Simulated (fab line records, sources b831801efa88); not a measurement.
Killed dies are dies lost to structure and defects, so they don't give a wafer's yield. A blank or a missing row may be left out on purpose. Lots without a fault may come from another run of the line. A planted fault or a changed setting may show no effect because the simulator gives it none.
Which tool did it? | flow gf180mcu | 14 lots, 42 wafers sampled, at 2 steps of a route of 602

WHAT THE GAUGES READ, wafer by wafer
GF_POLY_GATE_THK_MEAS_17. Usual: POLY_GATE_OXIDATION_THK 4.01 nm, standard deviation 0.071.
lot  | measured     | on            | POLY_GATE_OXIDATION_THK (nm) | flag
L430 | day 9 06:32  | film_metro-03 | 3.99 3.96 3.95               |
L432 | day 10 01:51 | film_metro-03 | 3.94 4.04 4.04               |
L433 | day 10 09:47 | film_metro-01 | 4.06 4.06 4.03               |
L434 | day 10 19:47 | film_metro-02 | 4.12 4.10 3.98               |
L435 | day 11 05:49 | film_metro-01 | 3.98 4.03 3.97               |
L437 | day 11 12:56 | film_metro-03 | 4.02 4.11 4.13               |
L438 | day 11 21:15 | film_metro-02 | 3.94 3.99 3.97               |
L443 | day 13 08:05 | film_metro-02 | 4.00 3.95 4.05               |
L445 | day 13 19:46 | film_metro-03 | 3.97 4.11 3.99               |
L447 | day 14 12:16 | film_metro-03 | 3.86 3.89 3.97               |
L449 | day 15 02:41 | film_metro-03 | 4.08 3.97 3.97               |
L451 | day 15 18:34 | film_metro-02 | 4.01 3.97 3.92               |
L452 | day 15 23:36 | film_metro-03 | 4.08 4.07 4.01               |
L453 | day 16 08:26 | film_metro-02 | 4.06 4.01 4.10               |

GF_POLY_GATE_CD_MEAS_18. Usual: cd_nm 279.5 nm, standard deviation 2.1.
lot  | measured     | on        | cd_nm (nm)        | flag
L430 | day 9 06:37  | cd_sem-02 | 278.1 277.3 276.1 |
L432 | day 10 01:56 | cd_sem-01 | 279.9 279.9 278.8 |
L433 | day 10 09:52 | cd_sem-02 | 279.8 278.8 277.1 |
L434 | day 10 19:53 | cd_sem-01 | 278.0 277.6 280.4 |
L435 | day 11 05:53 | cd_sem-02 | 281.2 280.3 283.4 |
L437 | day 11 13:01 | cd_sem-01 | 276.8 280.0 276.3 |
L438 | day 11 21:20 | cd_sem-01 | 276.7 279.9 279.3 |
L443 | day 13 08:17 | cd_sem-02 | 278.7 277.8 279.0 |
L445 | day 13 19:49 | cd_sem-02 | 277.5 276.8 277.2 |
L447 | day 14 12:19 | cd_sem-02 | 277.7 281.4 277.2 |
L449 | day 15 02:45 | cd_sem-01 | 276.4 277.6 275.8 |
L451 | day 15 18:39 | cd_sem-01 | 281.2 280.3 279.0 |
L452 | day 15 23:41 | cd_sem-02 | 278.4 280.9 280.8 |
L453 | day 16 08:29 | cd_sem-01 | 277.5 277.4 277.4 |

WHICH TOOL RAN EACH LOT (tool, then ch and the chambers of the sampled wafers, then the start)
The record holds no process step before these readings.

WHAT THE TOOLS THEMSELVES READ (means of the sampled wafers that have a number; where no wafer has one, the mark that the record gives instead)
The record holds no such reading with a usual standard deviation.

THE ANSWER, worked out from the rows above alone
Rule: a lot is off if the mean of its wafers that have a number lies more than 3 standard deviations from the usual mean. A lot without any number at a reading at which 4 lots or more have one is off too. The other lots that the step has rows for count as sound. The gauges are gone through in route order, then the tools' own readings, and for those a lot's mean is taken as printed above. The first step at which some lot is off is used, and at that step the reading that is off furthest; a lot without a number counts as furthest.
No lot is off at any reading shown: from this, nothing can be told.

WHAT THE SIMULATOR HAD PUT IN
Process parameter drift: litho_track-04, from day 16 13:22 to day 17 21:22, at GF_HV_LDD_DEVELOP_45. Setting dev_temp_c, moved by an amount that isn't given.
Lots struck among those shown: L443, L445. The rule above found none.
